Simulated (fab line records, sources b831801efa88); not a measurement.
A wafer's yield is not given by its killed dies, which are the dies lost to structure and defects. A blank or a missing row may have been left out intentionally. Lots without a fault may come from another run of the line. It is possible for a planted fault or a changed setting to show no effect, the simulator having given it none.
What tool caused it? + flow sky130 + Sampling: 11 lots, 33 wafers, 5 of 708 route steps

== WHAT THE GAUGES READ, wafer by wafer ==
SKY_VIA3_CD_MEAS_12: the cd target is 200 nm.
| lot  | measured     | on       | cdNm (nm)         |
|------|--------------|----------|-------------------|
| L806 | day 40 05:50 | cdSem-02 | 201.8 202.9 202.6 |
| L807 | day 40 15:47 | cdSem-01 | 198.1 198.5 198.8 |
| L811 | day 41 12:00 | cdSem-01 | 200.2 201.0 199.1 |
| L819 | day 43 23:20 | cdSem-02 | 201.7 201.2 200.3 |
| L820 | day 44 10:41 | cdSem-01 | 199.0 198.7 197.5 |
| L821 | day 44 19:14 | cdSem-01 | 200.2 200.1 199.3 |
| L825 | day 45 08:23 | cdSem-01 | 199.6 200.4 200.4 |
| L827 | day 45 10:16 | cdSem-02 | 200.4 200.0 200.3 |
| L828 | day 46 03:06 | cdSem-01 | 201.5 202.7 201.4 |

== EACH LOT AND THE TOOL THAT RAN IT (in order: tool; ch and the chambers of the sampled wafers; start) ==
| lot  | SKY_METAL3_SPUTTER_02       | SKY_CAPM_STRIP_14                   | SKY_METAL3_METAL_ETCH_18         | SKY_VIA3_CMP_02               |
|------|-----------------------------|-------------------------------------|----------------------------------|-------------------------------|
| L806 | pvdSputter-04, day 36 23:57 | plasmaAsher-03 ch 0,1, day 38 01:50 | rieMetal-02 ch 0,1, day 39 03:46 | cmp-02 ch 0,1,2, day 39 05:02 |
| L807 | pvdSputter-04, day 37 11:59 | plasmaAsher-03 ch 0,1, day 38 12:44 | rieMetal-01 ch 1, day 39 14:13   | cmp-01 ch 1,3, day 39 15:14   |
| L811 | pvdSputter-04, day 38 08:14 | plasmaAsher-03 ch 0,1, day 39 09:28 | rieMetal-04 ch 0,1, day 40 11:13 | cmp-01 ch 1,2, day 40 12:10   |
| L812 | pvdSputter-04, day 38 21:11 | plasmaAsher-01 ch 0,1, day 39 21:23 | rieMetal-01 ch 0,1, day 40 22:01 | -                             |
| L813 | pvdSputter-04, day 39 07:49 | plasmaAsher-01 ch 0,1, day 40 09:08 | rieMetal-02 ch 0,1, day 41 09:46 | -                             |
| L819 | pvdSputter-01, day 40 22:22 | plasmaAsher-04 ch 1, day 41 22:32   | rieMetal-01 ch 0,1, day 42 22:56 | cmp-02 ch 1,2,3, day 43 00:09 |
| L820 | pvdSputter-01, day 41 11:31 | plasmaAsher-03 ch 0,1, day 42 11:35 | rieMetal-01 ch 0,1, day 43 11:17 | cmp-02 ch 0,3, day 43 12:14   |
| L821 | pvdSputter-01, day 41 19:59 | plasmaAsher-01 ch 0,1, day 42 19:50 | rieMetal-02 ch 0,1, day 43 19:58 | cmp-02 ch 1,2,3, day 43 20:59 |
| L825 | pvdSputter-03, day 42 10:09 | plasmaAsher-01 ch 0,1, day 43 09:44 | rieMetal-01 ch 0,1, day 44 09:09 | cmp-01 ch 2,3, day 44 10:14   |
| L827 | pvdSputter-01, day 42 13:08 | plasmaAsher-03 ch 0,1, day 43 12:16 | rieMetal-01 ch 0,1, day 44 11:47 | cmp-02 ch 0,2, day 44 12:43   |
| L828 | pvdSputter-04, day 43 05:52 | plasmaAsher-03 ch 1, day 44 05:14   | rieMetal-02 ch 0, day 45 04:36   | cmp-01 ch 2,3, day 45 05:43   |
- SKY_METAL3_SPUTTER_02: material AlCu, target thk 735 nm, time 39.1 s.
- SKY_CAPM_STRIP_14: strips in O2/N2.
- SKY_METAL3_METAL_ETCH_18: etches the open film in Cl2/BCl3, stops on SiO2, target depth 845 nm, time 183.1 s.
- SKY_VIA3_CMP_02: polishes SiO2.

== THE ANSWER, worked out from the rows above alone ==
Rule: what is usual is taken from the lots themselves. Put in order of their means at a reading, lots are off if they are a third of the lots or fewer, leave a main group of 4 or more, and stand apart from it by a gap of 3 or more times the standard deviation of the main group's means; of several such gaps the widest counts. A main group whose means are all the same, to the digits that the tables above print for the reading, isn't used. A lot without any number at a reading at which 4 lots or more have one is off too. The other lots that the step has rows for count as sound.
None of the lots is off at any reading shown; this tells nothing.

== WHAT THE SIMULATOR HAD PUT IN ==
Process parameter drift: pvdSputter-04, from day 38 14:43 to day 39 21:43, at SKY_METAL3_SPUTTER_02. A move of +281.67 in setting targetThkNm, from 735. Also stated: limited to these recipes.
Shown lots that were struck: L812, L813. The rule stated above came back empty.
